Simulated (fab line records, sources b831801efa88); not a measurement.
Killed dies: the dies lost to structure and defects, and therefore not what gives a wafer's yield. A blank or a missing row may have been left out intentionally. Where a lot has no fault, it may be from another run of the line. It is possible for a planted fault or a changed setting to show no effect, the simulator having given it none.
Which tool did it? | flow sky130 | route of 708 steps, sampled at 1 step: 12 lots, 36 wafers

== WHAT EACH GAUGE READ, for each wafer ==
SKY_LI_CONTACT_THK_MEAS_23: measures by xrf.
lot  | measured     | on            | LI_CONTACT_W_THK (nm)
L075 | day 29 14:32 | film-metro-01 | 392 401 397
L077 | day 30 04:21 | film-metro-01 | 403 406 400
L079 | day 30 21:47 | film-metro-03 | 401 408 400
L081 | day 31 13:56 | film-metro-01 | 404 396 396
L083 | day 32 11:10 | film-metro-04 | 403 401 398
L085 | day 32 22:12 | film-metro-01 | 408 410 407
L087 | day 34 14:29 | film-metro-01 | 405 405 402
L089 | day 34 15:26 | film-metro-03 | 413 409 410
L091 | day 34 17:56 | film-metro-03 | 405 406 414
L093 | day 34 21:47 | film-metro-01 | 405 409 404
L095 | day 35 21:47 | film-metro-04 | 405 401 407
L097 | day 36 10:57 | film-metro-01 | 391 399 399

== WHAT TOOL EACH LOT RAN ON (gives the tool, then ch and the chambers of the sampled wafers, and finally the start) ==
The record holds no process step before these readings.

== THE ANSWER, worked out from the rows above alone ==
Rule: the usual values come from the lots themselves. Put in order of their means at a reading, lots are off if they are a third of the lots or fewer, leave a main group of 4 or more, and stand apart from it by a gap of 3 or more times the standard deviation of the main group's means; of several such gaps the widest counts. The tables above print the reading to a certain number of digits; a main group whose means all agree to those digits is not used. A lot without any number at a reading at which 4 lots or more have one is off too. All remaining lots with rows at the step are treated as sound.
Across all readings shown, no lot is off: no conclusion can be drawn from this.

== WHAT WAS PUT IN BY THE SIMULATOR ==
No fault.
